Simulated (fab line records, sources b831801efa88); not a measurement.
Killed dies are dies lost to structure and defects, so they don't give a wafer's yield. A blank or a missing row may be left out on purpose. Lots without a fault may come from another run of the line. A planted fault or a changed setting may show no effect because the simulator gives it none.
fab line records | flow sfq_line
record lots=14 wafers=40 last_day=90
route steps=325 shown I1@75 I2@104 M4@161
lots that met no fault: from a run of the same line without faults
start_h: hours from the record's first day to the start of the lot's first wafer shown | wait_h: hours since the lot's step before | " the same as in the row above | L1.1+2: a row that stands for several wafers | - no value, or no start given | * or withheld: withheld | < > ~ a bound
route shown NAME@n: a module of which the file shows steps, and the number in the route of the first | usual: mean/standard deviation of fault-free wafers | same: alike in all rows | chamber/n: place in a boat | sites: the reading at each site | _std_site: their standard deviation | _edge_site: outer sites' mean less inner sites' | radius_mm: how far each site lies from the wafer's centre | mask NAME#n: copy n | behind: the tool/chamber that last shaped the wafer | hold: why the lot was held/for how many hours/how that ended | device: the transistor (n, p or np) that didn't switch | end of line: the same wafers' tests at the end of the route | a step without rows: its recipe alone | killed: dies lost to structure and defects at the first sort, not the wafer's yield | map: a wafer's dies, x killed, . not, _ none there
set.NAME: the setting as run; set.NAME@STEP: as run at that earlier step | model.NAME: the simulator's own value behind a step, which no gauge read
steps of the route over a sample of lots; a table a step, a row a wafer
services: from which hour (start_h, from the record's first day; less than 0 if before it) a tool's chamber was out of use, for how many hours, and why
## steps
# step SFQ_I1_BOW_MEAS_912
# recipe mode=bow
# usual I1_BOW=1/7.5
# columns lot.wafer tool chamber start_h wait_h I1_BOW[um]
L221.2 film_metro-01 - 416.78 1.0 -5
L221.3 " - " " -1
L221.4 " - " " -1
L222.3 film_metro-04 - 423.10 1.5 10
L222.4 " - " " -9
L222.6 " - " " 8
L223.1 film_metro-04 - 428.28 1.0 11
L223.2 " - " " -1
L223.3 " - " " 3
L225.2 film_metro-03 - 449.30 1.5 -21
L225.4 " - " " 6
L225.6 " - " " -11
L227.1 film_metro-01 - 467.28 2.0 4
L227.5 " - " " 3
L227.6 " - " " -11
L228.1 film_metro-04 - 470.28 2.0 -7
L228.4 " - " " 5
L228.5 " - " " -7
L229.2 film_metro-03 - 474.08 1.0 -5
L229.3 " - " " 5
L229.6 " - " " 8
L230.2 film_metro-04 - 479.30 1.0 7
L230.4 " - " " -3
L230.6 " - " " 3
L234.2 film_metro-03 - 505.38 2.0 -11
L234.3 " - " " -15
L234.4 " - " " 8
L235.2 film_metro-01 - 514.23 1.0 -4
L235.5 " - " " -9
L235.6 " - " " 5
L236.5 film_metro-01 - 517.89 0.1 9
L240.1 film_metro-03 - 568.84 2.0 -1
L240.4 " - " " 11
L240.5 " - " " -2
L243.2 film_metro-01 - 603.42 2.5 -7
L243.4 " - " " 0
L243.5 " - " " 7
L244.2 film_metro-03 - 609.42 2.5 -7
L244.4 " - " " -7
L244.5 " - " " -6
# step SFQ_TRILAYER_I2_CMP_CMP_064
# recipe material=SiO2 down_force_psi=3 platen_rpm=60 pad_velocity_m_s=0.94248
# usual edge_zone_pressure_frac=1.001/0.0053 motor_current_A=10.4/1.3 time_to_endpoint_s=213/8.2
# columns lot.wafer tool chamber start_h wait_h edge_zone_pressure_frac motor_current_A time_to_endpoint_s
L221.3 cmp-01 3 553.36 4.7 1.000 10.9 212
L221.4 " 0 " " 1.000 8.9 218
L221.2 " 2 554.86 6.2 0.996 10.2 193
L222.4 cmp-01 0 559.36 9.0 1.004 8.6 227
L222.3 " 1 " " 1.000 10.0 207
L222.6 " 0 561.36 11.0 1.007 8.9 227
L223.1 cmp-01 0 568.36 10.4 1.002 9.1 221
L223.2 " 1 " " 1.005 9.5 201
L223.3 " 3 569.86 11.9 1.010 10.4 213
L225.4 cmp-01 3 773.50 58.8 0.998 10.2 209
L225.2 " 1 774.50 59.8 1.004 9.5 198
L225.6 " 3 775.50 60.8 1.008 10.4 213
L227.1 cmp-02 2 782.14 57.7 1.000 9.3 207
L227.6 " 2 784.14 59.7 0.993 8.9 218
L227.5 " 3 " " 0.994 12.3 214
L228.4 cmp-01 3 782.50 55.6 1.005 11.1 216
L228.1 " 0 " " 1.012 9.1 211
L228.5 " 0 785.00 58.1 1.007 8.6 218
L229.3 cmp-02 0 785.14 57.1 1.000 10.4 217
L229.2 " 3 786.64 58.6 1.007 12.3 213
L229.6 " 1 787.64 59.6 0.996 12.6 232
L230.2 cmp-02 3 788.14 56.5 1.001 12.4 202
L230.4 " 1 789.14 57.5 0.992 12.9 231
L230.6 " 3 790.14 58.5 0.999 12.1 210
L234.3 cmp-01 1 797.50 36.9 0.998 10.0 200
L234.2 " 2 " " 0.991 10.0 200
L234.4 " 3 " " 1.002 10.5 221
L235.2 cmp-01 0 808.00 41.4 0.996 9.1 223
L235.5 " 1 " " 1.000 9.6 219
L235.6 " 2 " " 0.998 9.7 202
L236.5 cmp-02 2 817.64 43.8 0.995 9.9 217
L240.4 cmp-01 2 834.10 9.6 0.998 10.3 207
L240.1 " 1 835.60 11.1 0.999 9.6 216
L240.5 " 2 " " 1.005 9.8 215
L243.2 cmp-01 2 846.10 1.0 1.013 10.1 208
L243.4 " 0 847.10 2.0 0.988 8.9 228
L243.5 " 3 848.60 3.5 1.000 10.7 226
L244.2 cmp-01 1 852.36 1.0 1.007 9.9 212
L244.4 " 2 " " 1.006 10.4 218
L244.5 " 0 853.86 2.5 1.001 8.3 236
# step SFQ_TRILAYER_I2_METRO_MEASURE_065
# usual thk_nm=199.3/1.2
# columns lot.wafer tool chamber start_h wait_h thk_nm
L221.2 film_metro-01 - 556.68 0.3 198.6
L221.3 " - " " 198.6
L221.4 " - " " 201.3
L222.3 film_metro-01 - 562.88 0.5 199.9
L222.4 " - " " 200.1
L222.6 " - " " 202.0
L223.1 film_metro-01 - 571.48 0.1 201.5
L223.2 " - " " 198.7
L223.3 " - " " 200.3
L225.2 film_metro-02 - 776.82 0.3 198.8
L225.4 " - " " 199.7
L225.6 " - " " 201.4
L227.1 film_metro-03 - 785.26 0.1 199.3
L227.5 " - " " 199.3
L227.6 " - " " 200.1
L228.1 film_metro-02 - 785.62 0.1 199.8
L228.4 " - " " 199.7
L228.5 " - " " 199.6
L229.2 film_metro-01 - 788.46 0.3 198.4
L229.3 " - " " 199.8
L229.6 " - " " 179.2
L230.2 film_metro-03 - 791.46 0.3 199.3
L230.4 " - " " 179.3
L230.6 " - " " 200.1
L234.2 film_metro-03 - 800.82 0.3 198.1
L234.3 " - " " 198.6
L234.4 " - " " 199.3
L235.2 film_metro-02 - 809.82 0.3 200.8
L235.5 " - " " 199.4
L235.6 " - " " 199.2
L236.5 film_metro-01 - 819.06 0.8 198.8
L240.1 film_metro-03 - 837.22 0.1 197.4
L240.4 " - " " 198.0
L240.5 " - " " 198.2
L243.2 film_metro-02 - 849.42 0.3 198.1
L243.4 " - " " 200.8
L243.5 " - " " 201.5
L244.2 film_metro-02 - 854.68 0.3 196.6
L244.4 " - " " 197.3
L244.5 " - " " 199.8
# step SFQ_I2_OVL_MEAS_918
# usual I2_OVL=1/5.2
# columns lot.wafer tool chamber start_h wait_h I2_OVL[nm]
L221.2 overlay-02 - 705.27 0.1 3
L221.3 " - " " -1
L221.4 " - " " -5
L222.3 overlay-02 - 707.68 0.1 -1
L222.4 " - " " -3
L222.6 " - " " -6
L223.1 overlay-02 - 711.26 0.1 -2
L223.2 " - " " 6
L223.3 " - " " -3
L225.2 overlay-02 - 780.20 0.1 -1
L225.4 " - " " -4
L225.6 " - " " -6
L227.1 overlay-02 - 789.82 0.1 -4
L227.5 " - " " -5
L227.6 " - " " -6
L228.1 overlay-01 - 908.94 0.1 10
L228.4 " - " " 3
L228.5 " - " " -2
L229.2 overlay-02 - 913.75 0.1 -1
L229.3 " - " " -1
L229.6 " - " " 3
L230.2 overlay-01 - 919.75 0.1 5
L230.4 " - " " 1
L230.6 " - " " 2
L234.2 overlay-01 - 935.68 0.1 -3
L234.3 " - " " -1
L234.4 " - " " -4
L235.2 overlay-02 - 946.48 0.1 -3
L235.5 " - " " -2
L235.6 " - " " -1
L236.5 overlay-02 - 958.50 0.0 7
L240.1 overlay-01 - 987.39 0.1 16
L240.4 " - " " 12
L240.5 " - " " 15
L243.2 overlay-01 - 1000.72 0.1 1
L243.4 " - " " 4
L243.5 " - " " 4
L244.2 overlay-01 - 1006.82 0.1 5
L244.4 " - " " 7
L244.5 " - " " 2
# step SFQ_TRILAYER_I2_VIA_ETCH_VIA_ETCH_070
# recipe target=SiO2 stop_on=Nb mask_material=PR taper_deg=20 chemistry=CHF3 target_depth_nm=260 source_w=500 bias_w=80 pressure_mtorr=30 time_s=withheld
# usual drypump_motor_current_A=5.6/0.36 oes_product_au=0.853/0.0055
# columns lot.wafer tool chamber start_h wait_h drypump_motor_current_A oes_product_au
L221.2 rie_diel-03 0 705.34 0.0 5.3 0.855
L221.3 " 1 " " 5.7 0.848
L221.4 " 2 " " 6.2 0.856
L222.3 rie_diel-01 3 707.74 0.0 5.2 0.857
L222.4 " 0 " " 5.4 0.863
L222.6 " 3 " " 5.2 0.860
L223.1 rie_diel-02 3 711.34 0.0 5.8 0.859
L223.2 " 1 " " 4.9 0.857
L223.3 " 2 " " 5.8 0.867
L225.2 rie_diel-03 1 780.27 0.0 5.7 0.855
L225.4 " 3 " " 5.3 0.852
L225.6 " 0 " " 5.3 0.863
L227.1 rie_diel-03 2 789.90 0.0 6.2 0.851
L227.5 " 1 " " 5.7 0.856
L227.6 " 2 " " 6.2 0.859
L228.1 rie_diel-01 1 909.01 0.0 5.8 0.851
L228.4 " 3 " " 5.1 0.848
L228.5 " 0 " " 5.4 0.843
L229.2 rie_diel-02 0 913.81 0.0 5.6 0.852
L229.3 " 1 " " 4.9 0.853
L229.6 " 1 " " 5.0 0.803
L230.2 rie_diel-03 3 919.81 0.0 5.3 0.853
L230.4 " 2 " " 6.2 0.807
L230.6 " 0 " " 5.3 0.862
L234.2 rie_diel-02 3 935.75 0.0 5.8 0.846
L234.3 " 2 " " 5.8 0.852
L234.4 " 1 " " 4.9 0.856
L235.2 rie_diel-02 1 946.55 0.0 4.9 0.863
L235.5 " 0 " " 5.5 0.847
L235.6 " 1 " " 4.9 0.847
L236.5 rie_diel-03 0 958.61 0.1 5.3 0.850
L240.1 rie_diel-03 2 987.47 0.0 6.2 0.845
L240.4 " 0 " " 5.3 0.852
L240.5 " 2 " " 6.2 0.846
L243.2 rie_diel-02 0 1000.79 0.0 5.5 0.857
L243.4 " 1 " " 4.9 0.858
L243.5 " 2 " " 5.8 0.865
L244.2 rie_diel-01 1 1006.89 0.0 5.8 0.846
L244.4 " 2 " " 6.0 0.855
L244.5 " 2 " " 6.0 0.858
# step SFQ_TRILAYER_M4_STRIP_STRIP_097
# recipe gas=O2 power_w=200 platen_temp_c=40 overash_fraction=0.65 chemistry=O2 pressure_mtorr=50
# usual drypump_motor_current_A=5.4/0.31 oes_product_au=0.999/0.0085
# columns lot.wafer tool chamber start_h wait_h drypump_motor_current_A oes_product_au rf_hours_counter_h
L221.2 rie_metal-03 0 1047.96 0.1 5.1 1.013 92
L221.3 " 0 " " 5.1 1.008 -
L221.4 " 1 " " 5.3 0.996 -
L222.3 rie_metal-02 1 1055.36 0.2 5.7 0.988 -
L222.4 " 0 " " 5.0 0.986 -
L222.6 " 0 " " 5.0 1.007 -
L223.1 rie_metal-03 0 1056.36 0.1 5.1 0.986 94
L223.2 " 1 " " 5.3 0.983 77
L223.3 " 1 " " 5.2 0.988 -
L225.2 rie_metal-02 1 1086.10 0.1 5.7 0.982 73
L225.4 " 1 " " 5.7 0.983 -
L225.6 " 1 " " 5.7 0.983 -
L227.1 rie_metal-02 1 1088.50 0.1 5.7 0.992 73
L227.5 " 0 " " 5.0 0.993 -
L227.6 " 1 " " 5.7 0.991 -
L228.1 rie_metal-04 1 1089.70 0.1 5.9 0.994 123
L228.4 " 1 " " 5.9 0.996 -
L228.5 " 0 " " 5.7 1.012 -
L229.2 rie_metal-02 0 1090.90 0.1 5.0 0.994 98
L229.3 " 1 " " 5.7 0.986 -
L229.6 " 0 " " 5.0 0.994 -
L230.2 rie_metal-04 0 1092.10 0.1 5.7 1.017 84
L230.4 " 1 " " 5.9 0.997 -
L230.6 " 1 " " 5.8 0.994 -
L234.2 rie_metal-03 1 1208.74 0.4 5.3 0.995 -
L234.3 " 1 " " 5.3 1.002 -
L234.4 " 1 " " 5.3 1.003 -
L235.2 rie_metal-04 0 1330.17 0.1 5.7 1.010 119
L235.5 " 0 " " 5.7 1.009 -
L235.6 " 1 " " 5.9 1.007 -
L236.5 rie_metal-03 0 1347.37 0.4 5.1 0.996 -
L240.1 rie_metal-02 0 1398.67 0.1 5.0 1.001 6
L240.4 " 0 " " 5.0 1.000 -
L240.5 " 1 " " 5.7 1.000 -
L243.2 rie_metal-04 1 1409.47 0.1 5.9 1.011 20
L243.4 " 0 " " 5.7 1.017 -
L243.5 " 1 " " 5.9 0.996 -
L244.2 rie_metal-03 0 1411.87 0.1 5.1 1.000 147
L244.4 " 0 " " 5.1 1.000 -
L244.5 " 1 " " 5.3 0.981 -
## services
# columns tool chamber start_h hours kind
cmp-01 - 623.28 0.5 repair
rie_diel-03 - 625.24 0.3 repair
cmp-01 - 641.63 8.7 repair
cmp-01 - 656.22 0.6 repair
cmp-01 - 660.06 1.8 repair
cmp-01 - 719.83 28.4 pm
cmp-01 - 748.78 1.2 repair
cmp-01 - 751.27 4.0 pm
cmp-01 - 809.50 6.6 pm
cmp-01 - 837.85 0.6 repair
cmp-01 - 886.31 4.0 pm
cmp-01 - 890.49 5.2 repair
cmp-01 - 895.38 0.4 repair
rie_diel-03 3 908.34 5.7 repair
rie_diel-03 0 927.59 3.1 repair
cmp-01 - 930.39 0.2 repair
cmp-01 - 967.68 6.0 repair
rie_diel-03 0 970.45 9.1 repair
rie_diel-03 0 1073.70 20.6 repair
cmp-01 - 1094.24 4.0 pm
rie_diel-03 1 1235.28 12.7 repair
rie_diel-03 3 1249.53 27.6 repair
cmp-01 - 1255.42 5.7 pm
cmp-01 - 1315.27 2.0 repair
## key
first_sign step=SFQ_TRILAYER_I2_METRO_MEASURE_065 reading=thk_nm direction=down sigmas=17 usual=199.3 struck=179.2
effect step=SFQ_TRILAYER_I2_VIA_ETCH_VIA_ETCH_070 reading=oes_product_au direction=down sigmas=8.8 usual=0.853 struck=0.805
met_at SFQ_TRILAYER_I2_CMP_CMP_064
struck_lots L229,L230
struck_wafers L229.6,L230.4
not_acting_at SFQ_I1_BOW_MEAS_912,SFQ_I2_OVL_MEAS_918,SFQ_TRILAYER_M4_STRIP_STRIP_097
fault kind=process_parameter_drift tool=cmp-02 chamber=1 onset_h=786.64 steps=SFQ_TRILAYER_I2_CMP_CMP_064 channel=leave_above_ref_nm offset=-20 shape=step end_h=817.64 acts_in=these_recipes_only stated=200
